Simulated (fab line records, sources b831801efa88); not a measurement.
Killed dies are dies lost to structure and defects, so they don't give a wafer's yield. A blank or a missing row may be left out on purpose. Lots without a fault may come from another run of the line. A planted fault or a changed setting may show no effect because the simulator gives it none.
Which tool did it? | flow sfq_line | 14 lots, 42 wafers sampled, at 2 steps of a route of 325

WHAT THE GAUGES READ, wafer by wafer
SFQ_I0_BOW_MEAS_907. Usual: I0_BOW 1 um, standard deviation 7.2.
lot  | measured     | on            | I0_BOW (um) | flag
L279 | day 10 11:34 | film_metro-03 | 3 1 1       |
L280 | day 10 15:40 | film_metro-02 | -7 4 1      |
L281 | day 11 01:58 | film_metro-02 | 11 0 -14    |
L283 | day 11 17:49 | film_metro-03 | 6 1 10      |
L284 | day 12 05:46 | film_metro-03 | -7 -3 4     |
L285 | day 12 16:35 | film_metro-04 | 11 6 -5     |
L286 | day 12 22:35 | film_metro-02 | -6 7 -4     |
L289 | day 13 17:11 | film_metro-03 | 1 1 -1      |
L291 | day 14 02:47 | film_metro-02 | -4 11 -2    |
L298 | day 17 17:56 | film_metro-04 | -12 -5 -5   |
L299 | day 18 08:41 | film_metro-03 | 7 19 1      |
L300 | day 18 21:55 | film_metro-03 | -1 8 6      |
L301 | day 19 14:01 | film_metro-03 | 2 7 10      |
L302 | day 19 23:12 | film_metro-04 | 2 10 1      |

WHICH TOOL RAN EACH LOT (tool, then ch and the chambers of the sampled wafers, then the start)
lot  | SFQ_TRILAYER_I0_CMP_CMP_028
L279 | cmp-02 ch 0,3, day 10 09:03
L280 | cmp-01 ch 0,1,2, day 10 12:40
L281 | cmp-02 ch 0,1,2, day 10 23:26
L283 | cmp-01 ch 0,3, day 11 15:16
L284 | cmp-01 ch 1,2,3, day 12 02:46
L285 | cmp-02 ch 0,1,3, day 12 13:35
L286 | cmp-02 ch 0,1,3, day 12 20:35
L289 | cmp-02 ch 0,2,3, day 13 15:10
L291 | cmp-02 ch 0,1,3, day 13 23:46
L298 | cmp-02 ch 0,1, day 17 14:52
L299 | cmp-01 ch 1,2,3, day 18 06:40
L300 | cmp-02 ch 1,2,3, day 18 18:55
L301 | cmp-01 ch 0,1,3, day 19 12:01
L302 | cmp-02 ch 0,1,3, day 19 20:12
- SFQ_TRILAYER_I0_CMP_CMP_028: polishes SiO2.

WHAT THE TOOLS THEMSELVES READ (means of the sampled wafers that have a number; where no wafer has one, the mark that the record gives instead)
SFQ_TRILAYER_I0_CMP_CMP_028. Usual: motor_current_A 10.5 A, standard deviation 1.2; time_to_endpoint_s 216 s, standard deviation 6.7.
lot  | tool   | motor_current_A (A) | time_to_endpoint_s (s) | flag
L279 | cmp-02 | 10.3                | 222                    |
L280 | cmp-01 | 10.9                | 219                    |
L281 | cmp-02 | 10.7                | 212                    |
L283 | cmp-01 | 10.6                | 215                    |
L284 | cmp-01 | 10.1                | 222                    |
L285 | cmp-02 | 10.6                | 222                    |
L286 | cmp-02 | 10.7                | 225                    |
L289 | cmp-02 | 10.7                | 227                    |
L291 | cmp-02 | 10.6                | 221                    |
L298 | cmp-02 | 11.7                | 218                    |
L299 | cmp-01 | 10.2                | 216                    |
L300 | cmp-02 | 10.3                | 218                    |
L301 | cmp-01 | 10.1                | 211                    |
L302 | cmp-02 | 10.7                | 213                    |

THE ANSWER, worked out from the rows above alone
Rule: a lot is off if the mean of its wafers that have a number lies more than 3 standard deviations from the usual mean. A lot without any number at a reading at which 4 lots or more have one is off too. The other lots that the step has rows for count as sound. The gauges are gone through in route order, then the tools' own readings, and for those a lot's mean is taken as printed above. The first step at which some lot is off is used, and at that step the reading that is off furthest; a lot without a number counts as furthest.
No lot is off at any reading shown: from this, nothing can be told.

WHAT THE SIMULATOR HAD PUT IN
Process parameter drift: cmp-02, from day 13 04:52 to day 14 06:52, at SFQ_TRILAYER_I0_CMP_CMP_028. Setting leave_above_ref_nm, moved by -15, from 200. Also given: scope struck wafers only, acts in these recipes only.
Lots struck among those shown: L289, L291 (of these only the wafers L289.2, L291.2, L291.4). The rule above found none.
